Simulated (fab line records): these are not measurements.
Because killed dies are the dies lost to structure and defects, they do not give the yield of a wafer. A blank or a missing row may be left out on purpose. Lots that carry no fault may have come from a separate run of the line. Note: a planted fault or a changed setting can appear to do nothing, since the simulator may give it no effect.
Matching of chambers ; flow sfq_line ; SFQ_TRILAYER_I2_VIA_ETCH_VIA_ETCH_070 on rie_diel-04: 4 sister chambers
The step etches SiO2 in CHF3, stops on Nb, target depth 260 nm. 4 wafers are shown with their chamber, then 6 later ones without.

WAFERS WITH THEIR CHAMBER
wafer;chamber;drypump_motor_current_A (A)
L312.1;3;6.1
L312.2;2;5.1
L315.4;1;6.1
L315.5;0;5.8

WAFERS WITHOUT THEIR CHAMBER
wafer;drypump_motor_current_A (A)
L315.6;6.0
L322.1;6.0
L322.4;6.0
L322.6;6.1
L325.4;5.1
L325.5;6.1

EACH ONE'S CHAMBER
wafer;from the rows above;in truth
L315.6;can't be placed: 1 or 3 or 0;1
L322.1;can't be placed: 1 or 3 or 0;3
L322.4;can't be placed: 1 or 3 or 0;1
L322.6;can't be placed: 1 or 3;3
L325.4;2;2
L325.5;can't be placed: 1 or 3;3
Correct placement for 1 of the 6. Not placeable from these rows: 5 (in 5, the candidates include the true chamber). 0 placed wrongly.
How it was worked out, from the rows above alone: a wafer's distance from a chamber is the root of the sum, over the readings, of the square of ((its reading less the chamber's mean) divided by the reading's scatter). If the next closest chamber is less than 2 further off than the closest, the wafer can't be placed; otherwise it belongs to the closest. Each chamber's mean is taken over the wafers shown for it. The scatter: with one shown wafer a chamber, the root of the mean of the squares of how far each hidden wafer lies from its nearest shown one.
